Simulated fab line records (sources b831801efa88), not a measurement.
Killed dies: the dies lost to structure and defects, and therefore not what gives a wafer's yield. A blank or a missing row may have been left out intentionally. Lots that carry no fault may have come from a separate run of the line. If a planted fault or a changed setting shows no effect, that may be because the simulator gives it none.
Chamber matching + flow gf180mcu + 4 sister chambers for GF_V4_CMP_04 on cmp-01
The step polishes SiO2. 4 wafers are shown with their chamber, then 6 later ones without.

## EACH WAFER AND ITS CHAMBER
| wafer  | chamber | motor current A (A) |
|--------|---------|---------------------|
| L816.1 | 3       | 13.0                |
| L816.3 | 0       | 12.3                |
| L818.1 | 1       | 10.7                |
| L818.5 | 2       | 10.9                |

## WAFERS MISSING THEIR CHAMBER
| wafer  | motor current A (A) |
|--------|---------------------|
| L821.1 | 11.3                |
| L821.4 | 10.7                |
| L821.6 | 10.9                |
| L824.1 | 12.4                |
| L824.4 | 11.7                |
| L824.5 | 12.8                |

## EACH ONE'S CHAMBER
| wafer  | from the rows above          | in truth |
|--------|------------------------------|----------|
| L821.1 | can't be placed: 2 or 1 or 0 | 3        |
| L821.4 | can't be placed: 1 or 2      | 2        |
| L821.6 | can't be placed: 2 or 1      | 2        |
| L824.1 | can't be placed: 0 or 3      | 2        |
| L824.4 | can't be placed: 0 or 2 or 1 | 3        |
| L824.5 | can't be placed: 3 or 0      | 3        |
Placed correctly: 0 of 6. Unplaceable from these rows: 6, with the true chamber sitting among the candidates in 3. 0 placed wrongly.
How it was worked out, from the rows above alone: a wafer's distance from a chamber is the root of the sum, over the readings, of the square of ((its reading less the chamber's mean) divided by the reading's scatter). If the next closest chamber is less than 2 further off than the closest, the wafer can't be placed; otherwise it belongs to the closest. For every chamber, the mean is computed from those of its wafers that are shown. The scatter: root of mean squared gap, hidden wafer to nearest shown wafer, with one shown wafer a chamber.
